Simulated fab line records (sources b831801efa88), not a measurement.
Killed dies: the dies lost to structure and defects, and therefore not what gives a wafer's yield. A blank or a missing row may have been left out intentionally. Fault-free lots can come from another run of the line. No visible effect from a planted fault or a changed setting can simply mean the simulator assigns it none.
Split-lot experiment | flow sky130 | 23 wafers read from 5 lots, route of 708 steps

== ON THE SPLIT ==
At SKY_METAL1_METAL_ETCH_19 (etches the open film in Cl2/BCl3, stops on SiO2, target depth 360 nm, time 78 s), the setting biasW was moved away from the recipe's 48.5 W on 10 of the 23 wafers read, by -11.1% to +9.3%. The other wafers ran this setting at the recipe's value.

The reading is taken at the split's own step.

== THE READING ==
KrF-thick_of_METAL1_COAT_10.thkNm (the simulator's own value, which no gauge read), in nm, at SKY_METAL1_METAL_ETCH_19 (etches the open film in Cl2/BCl3, stops on SiO2, target depth 360 nm, time 78 s). No usual value for it is given in the file. Across the 13 wafers here that went through the recipe, the average is 166.8 nm and the standard deviation 2.6 nm.

wafer  | tool, chamber at the split | biasW as run, W | against the recipe | KrF-thick_of_METAL1_COAT_10.thkNm, nm | against lot-mates on the recipe
L074.1 | rieMetal-03, 0             | 48.5            | recipe             | 169                                   | -
L074.2 | rieMetal-03, 1             | 48.5            | recipe             | 165.6                                 | -
L074.4 | rieMetal-03, 1             | 48.5            | recipe             | 165.9                                 | -
L074.5 | rieMetal-03, 0             | 44.22           | -8.8%              | 178                                   | +11.2
L074.6 | rieMetal-03, 1             | 44.22           | -8.8%              | 176.3                                 | +9.5
L076.1 | rieMetal-02, 1             | 50.33           | +3.8%              | 163.7                                 | -0.9
L076.2 | rieMetal-02, 0             | 48.5            | recipe             | 164                                   | -
L076.3 | rieMetal-02, 0             | 50.33           | +3.8%              | 161                                   | -3.6
L076.4 | rieMetal-02, 1             | 48.5            | recipe             | 165.2                                 | -
L076.5 | rieMetal-02, 0             | 50.33           | +3.8%              | 163.2                                 | -1.4
L083.1 | rieMetal-03, 1             | 48.5            | recipe             | 166.2                                 | -
L083.2 | rieMetal-03, 0             | 53.02           | +9.3%              | 161.7                                 | -4.6
L083.3 | rieMetal-03, 1             | 53.02           | +9.3%              | 155.6                                 | -10.7
L083.4 | rieMetal-03, 0             | 53.02           | +9.3%              | 159.8                                 | -6.4
L083.6 | rieMetal-03, 1             | 48.5            | recipe             | 166.3                                 | -
L080.1 | rieMetal-04, 0             | 48.5            | recipe             | 169.7                                 | -
L080.2 | rieMetal-04, 1             | 48.5            | recipe             | 172.7                                 | -
L080.3 | rieMetal-04, 0             | 48.5            | recipe             | 170.1                                 | -
L085.1 | rieMetal-02, 0             | 43.1            | -11.1%             | 178.5                                 | +13.8
L085.2 | rieMetal-02, 1             | 48.5            | recipe             | 163.9                                 | -
L085.3 | rieMetal-02, 0             | 48.5            | recipe             | 166                                   | -
L085.4 | rieMetal-02, 1             | 48.5            | recipe             | 164.3                                 | -
L085.5 | rieMetal-02, 0             | 43.1            | -11.1%             | 175.8                                 | +11.1

THE FIT
A straight line over all 23 wafers: KrF-thick_of_METAL1_COAT_10.thkNm changes by -0.958 nm for each +1% of biasW; r = -0.91; the points scatter about the line by 2.5 nm.
The same after taking each lot's own level away (the mean of its wafers on the recipe; 23 wafers): -0.965 nm for each +1%; r = -0.96; scatter 1.7 nm.
According to that fit, moving biasW by its largest amount changes the reading by 11 nm.
From 164.60 to 170.83 nm: that is the span of the lots' own levels, equal to 2.4 times the standard deviation above.
So the lot-to-lot level changes the slope little: the two slopes agree.
Check: for one of the wafers moved furthest among these (-11.1%), held out of the fit, the line's prediction against its lot-mates is +10.9 nm. It came out at +13.8 nm against them.

== FURTHER SPLITS ON THESE WAFERS ==
Note: prior to the reading, these wafers also went through further splits. Each is held against what the fit with the lots' levels taken away leaves over:
other split on the same wafers           | wafers away from the commonest value | r with KrF-thick_of_METAL1_COAT_10.thkNm (lot level and that fit taken away)
SKY_LI_CONTACT_HDPCVD_00 timeS           | 5                                    | -0.12
SKY_CONTACT_SPUTTER_23 chamberPressurePa | 15                                   | +0.04

== THE WHOLE CHAIN: every reading that the file lists as answering this split, in the file's order ==
step                     | what it does                                                                    | reading                                                                            | change (the file's fit)              | r (the file's)
SKY_METAL1_METAL_ETCH_19 | etches the open film in Cl2/BCl3, stops on SiO2, target depth 360 nm, time 78 s | KrF-thick_of_METAL1_COAT_10.thkNm (the simulator's own value, which no gauge read) | -1 nm for each +1% of the setting    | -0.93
SKY_METAL1_STRIP_20      | strips in O2/N2                                                                 | stripTimeToEndpointS                                                               | withheld for each +1% of the setting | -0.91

== THE FILE'S OWN FIT ==
KrF-thick_of_METAL1_COAT_10.thkNm changes by -1 nm for each +1% of biasW, r = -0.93.
